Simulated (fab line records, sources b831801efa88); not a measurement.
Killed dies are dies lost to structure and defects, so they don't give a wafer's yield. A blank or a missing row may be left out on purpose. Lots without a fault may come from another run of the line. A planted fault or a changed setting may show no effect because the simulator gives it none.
Chamber matching | flow sky130 | SKY_FIELD_ISO_ETCH_15 on rie_diel-04: 4 sister chambers
The step etches the open film in CHF3/O2, stops on Si, target depth 180 nm, time 72 s. 4 wafers are shown with their chamber, then 6 later ones without.

WAFERS WITH THEIR CHAMBER
wafer  | chamber | oes_product_au (a.u.)
L434.5 | 0       | 0.952
L434.6 | 3       | 0.946
L438.1 | 1       | 0.958
L438.2 | 2       | 0.961

WAFERS WITHOUT THEIR CHAMBER
wafer  | oes_product_au (a.u.)
L438.3 | 0.959
L442.3 | 0.942
L442.4 | 0.951
L442.6 | 0.962
L444.4 | 0.949
L444.5 | 0.953

WHICH CHAMBER EACH WENT THROUGH
wafer  | from the rows above     | in truth
L438.3 | can't be placed: 1 or 2 | 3
L442.3 | 3                       | 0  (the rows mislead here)
L442.4 | can't be placed: 0 or 3 | 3
L442.6 | can't be placed: 2 or 1 | 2
L444.4 | can't be placed: 0 or 3 | 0
L444.5 | can't be placed: 0 or 1 | 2
Placed correctly: 0 of 6. Can't be placed from these rows: 5 (the true chamber is among the candidates in 3). Placed wrongly: 1.
How it was worked out, from the rows above alone: a wafer's distance from a chamber is the root of the sum, over the readings, of the square of ((its reading less the chamber's mean) divided by the reading's scatter). The wafer belongs to the nearest chamber; if the next one is less than 2 further off, it can't be placed. A chamber's mean is the mean of its shown wafers. The scatter: with one shown wafer a chamber, the root of the mean of the squares of how far each hidden wafer lies from its nearest shown one.
